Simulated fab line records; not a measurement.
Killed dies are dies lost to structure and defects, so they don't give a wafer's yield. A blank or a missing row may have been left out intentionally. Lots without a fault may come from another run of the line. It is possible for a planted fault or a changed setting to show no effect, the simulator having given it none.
The same fault as seen by 2 desks | flow gf180mcu | what lay behind the numbers comes last; until then each desk has only its own

== FROM THE METROLOGY DESK ==
What the gauges read for every lot (on any tool): the sampled wafers with a number, averaged. Marked OUT: a lot whose mean sits more than 4 standard deviations from the usual mean, which makes it out of limits; the brackets give that distance.
Columns: A = MVPSD_OVL at GF_MVPSD_OVL_MEAS_07, usual 1.3 nm; B = NSD_OVL at GF_NSD_OVL_MEAS_08, usual 0.4 nm; C = NSD_RS at GF_PSD_RS_MEAS_14, usual 46.14 ohm/sq
lot  | first seen here | A    | B    | C
L217 | day 5 03:24     | 2.1  | 1.6  | 46.32
L218 | day 5 08:13     | 1.5  | 0.7  | 46.07
L219 | day 6 02:44     | 1.5  | 1.3  | 46.14
L222 | day 7 00:22     | 2.0  | 1.8  | 46.11
L224 | day 7 06:07     | 1.5  | -0.2 | 39.67 (-83) OUT
L226 | day 7 21:55     | 0.5  | 0.9  | 39.78 (-81) OUT
L232 | day 9 04:16     | 1.9  | -0.5 | 46.19
L233 | day 9 05:55     | 1.5  | 1.1  | 46.21
L234 | day 9 13:04     | 3.1  | 0.5  | 46.08
L235 | day 9 19:11     | -0.1 | -0.4 | 46.11
L236 | day 9 22:43     | 0.8  | -0.2 | 46.05
L238 | day 10 13:28    | 1.6  | -0.3 | 46.20
L239 | day 10 17:42    | 1.0  | 0.2  | 46.17
This desk's result: L224, L226 out of limits, first on L224 (NSD_RS at GF_PSD_RS_MEAS_14), day 17 09:56. L217, L218, L219, L222, L232, L233, L234, L235, L236, L238, L239 stayed within limits.

== TOOL OWNER'S DESK, rtpAnneal-01 ==
At GF_PSD_RTA_13 (time 20 s), the tool's own readings, given per lot that ran on this tool as the mean of the sampled wafers with a number. Marked OUT: a lot whose mean sits more than 4 standard deviations from the usual mean, which makes it out of limits; the brackets give that distance.
Columns: A = lampPowerPct at GF_PSD_RTA_13, usual 31.6 %; B = wafer_temp_C_max at GF_PSD_RTA_13, usual 1029.0
lot  | first seen here | A    | B
L218 | day 14 13:37    | 28.6 | 1028.5
L222 | day 17 00:34    | 28.6 | 1029.0
L224 | day 17 09:50    | 32.1 | 1073.0 (+56) OUT
L226 | day 18 07:06    | 32.1 | 1072.3 (+55) OUT
L235 | day 21 00:37    | 28.6 | 1029.6
L236 | day 21 10:51    | 28.6 | 1029.8
L238 | day 21 22:17    | 28.7 | 1028.6
L239 | day 22 06:20    | 28.6 | 1028.8
This desk's finding: out of limits on L224, L226; first on L224, day 17 09:50 (wafer_temp_C_max at GF_PSD_RTA_13). L218, L222, L235, L236, L238, L239 stayed within limits.

== BROUGHT TOGETHER ==
The tool owner's desk could have raised an alarm at day 17 09:50, on L224, L226.
An alarm was possible from the metrology desk at day 17 09:56, on L224, L226.
Of the lots named, all ran GF_PSD_RTA_13 on rtpAnneal-01.

== WHAT THE SIMULATOR HAD PUT IN ==
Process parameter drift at GF_PSD_RTA_13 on rtpAnneal-01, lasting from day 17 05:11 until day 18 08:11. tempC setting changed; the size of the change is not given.
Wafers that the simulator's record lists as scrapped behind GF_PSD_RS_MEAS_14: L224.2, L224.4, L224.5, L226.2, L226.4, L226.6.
Struck lots among those shown: L224, L226.
Fault start to first reading out of limits, in hours, per desk: tool owner, 5; metrology, 5.
